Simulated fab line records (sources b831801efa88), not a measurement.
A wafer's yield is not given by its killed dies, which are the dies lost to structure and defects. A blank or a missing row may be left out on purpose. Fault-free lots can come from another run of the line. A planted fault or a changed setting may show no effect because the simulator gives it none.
2 desks, one fault | flow sky130 | what lay behind the numbers comes last; until then each desk has only its own

## AT THE TOOL OWNER'S DESK: pecvd-03
The tool's own readings at SKY_CAP2M_CVD_00 (deposits SiO2, target thk 15.5 nm): means of the sampled wafers that have a number, for each lot that ran on this tool. If a lot's mean is further than 4 standard deviations from the usual mean, the lot is out of limits and carries the mark OUT (the distance appears in the brackets).
Columns: A = heaterPowerW at SKY_CAP2M_CVD_00, usual 746 W
lot  | first seen here | A
L154 | day 41 04:49    | 663
L156 | day 41 21:43    | 763
L162 | day 43 02:23    | 675
L168 | day 44 20:21    | 725
L174 | day 45 23:45    | 722
Finding of this desk: none of the 5 lots has anything out of limits.

## AT THE METROLOGY DESK
What the gauges read for every lot (on any tool): the sampled wafers with a number, averaged. If a lot's mean is further than 4 standard deviations from the usual mean, the lot is out of limits and carries the mark OUT (the distance appears in the brackets).
Columns: A = cdNm at SKY_VIA3_CD_MEAS_12, usual 200.1 nm; B = CAP2M_CVD_00_THK at SKY_CAP2M_THK_MEAS_01, usual 15.47 nm; C = CAP2M_TIN_THK at SKY_CAP2M_THK_MEAS_04, usual 202.2 nm
lot  | first seen here | A     | B     | C
L154 | day 41 03:09    | 200.6 | 15.34 | 202.2
L157 | day 41 16:25    | 202.1 | 15.15 | 206.2
L156 | day 41 19:59    | 199.4 | 15.54 | 202.1
L160 | day 42 17:47    | 199.8 | 15.09 | 198.4
L161 | day 42 20:52    | 201.1 | 15.54 | 198.0
L162 | day 43 00:40    | 201.4 | 15.46 | 199.0
L164 | day 43 15:22    | 201.1 | 15.74 | 199.2
L165 | day 43 21:28    | 200.7 | 15.37 | 203.9
L166 | day 44 07:01    | 200.4 | 15.66 | 201.2
L168 | day 44 18:41    | 200.8 | 15.31 | 200.1
L174 | day 45 22:08    | 199.2 | 14.96 | 203.7
Finding of this desk: none of the 11 lots has anything out of limits.

## ALL TOGETHER
The desk of the tool owner found nothing out of limits.
Metrology desk: nothing out of limits seen.

## WHAT WAS PUT IN BY THE SIMULATOR
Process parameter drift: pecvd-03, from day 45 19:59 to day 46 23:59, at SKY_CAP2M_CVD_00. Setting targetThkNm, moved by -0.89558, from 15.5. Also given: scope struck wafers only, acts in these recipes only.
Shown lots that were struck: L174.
